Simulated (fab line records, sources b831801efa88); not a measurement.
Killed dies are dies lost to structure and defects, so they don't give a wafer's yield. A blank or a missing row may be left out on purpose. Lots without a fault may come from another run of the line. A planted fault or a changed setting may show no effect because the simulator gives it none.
Which tool did it? | flow sky130 | 6 lots, 17 wafers sampled, at 4 steps of a route of 708

WHAT THE GAUGES READ, wafer by wafer
SKY_CONTACT_BOW_MEAS_05.
lot  | measured     | on            | CONTACT_BOW (um)
L138 | day 30 08:24 | film_metro-03 | 95 87 72
L142 | day 31 22:34 | film_metro-01 | 87 87 99
L144 | day 32 18:58 | film_metro-03 | 86 88 87
L147 | day 33 17:41 | film_metro-03 | 77 77 68
L150 | day 35 05:28 | film_metro-03 | 91 82 89
L155 | day 36 13:51 | film_metro-03 | 82 82

WHICH TOOL RAN EACH LOT (tool, then ch and the chambers of the sampled wafers, then the start)
lot  | SKY_RES_XHIGH_STRIP_08               | SKY_LI_CONTACT_ETCH_15             | SKY_CONTACT_CMP_04
L138 | plasma_asher-02 ch 0, day 26 15:26   | rie_diel-01 ch 1,2, day 29 01:47   | cmp-01 ch 2,3, day 30 08:05
L142 | plasma_asher-02 ch 0,1, day 28 07:48 | rie_diel-01 ch 0,2,3, day 30 16:29 | cmp-02 ch 0,3, day 31 22:16
L144 | plasma_asher-04 ch 0,1, day 29 04:02 | rie_diel-02 ch 0,3, day 31 12:35   | cmp-02 ch 1,2,3, day 32 18:44
L147 | plasma_asher-02 ch 0,1, day 30 03:59 | rie_diel-02 ch 0,2,3, day 32 12:55 | cmp-01 ch 0,1,3, day 33 17:23
L150 | plasma_asher-01 ch 1, day 31 16:58   | rie_diel-01 ch 0,2,3, day 34 00:03 | cmp-02 ch 0,2,3, day 35 05:13
L155 | plasma_asher-04 ch 0,1, day 33 01:47 | rie_diel-01 ch 1,2, day 35 08:24   | cmp-01 ch 0,3, day 36 13:40
- SKY_RES_XHIGH_STRIP_08: strips in O2/N2.
- SKY_LI_CONTACT_ETCH_15: etches PSG in C4F8/O2/Ar, stops on Si, target depth 600 nm.
- SKY_CONTACT_CMP_04: polishes SiO2.

THE ANSWER, worked out from the rows above alone
Rule: what is usual is taken from the lots themselves. Put in order of their means at a reading, lots are off if they are a third of the lots or fewer, leave a main group of 4 or more, and stand apart from it by a gap of 3 or more times the standard deviation of the main group's means; of several such gaps the widest counts. A main group whose means are all the same, to the digits that the tables above print for the reading, isn't used. A lot without any number at a reading at which 4 lots or more have one is off too. The other lots that the step has rows for count as sound.
No lot is off at any reading shown: from this, nothing can be told.

WHAT THE SIMULATOR HAD PUT IN
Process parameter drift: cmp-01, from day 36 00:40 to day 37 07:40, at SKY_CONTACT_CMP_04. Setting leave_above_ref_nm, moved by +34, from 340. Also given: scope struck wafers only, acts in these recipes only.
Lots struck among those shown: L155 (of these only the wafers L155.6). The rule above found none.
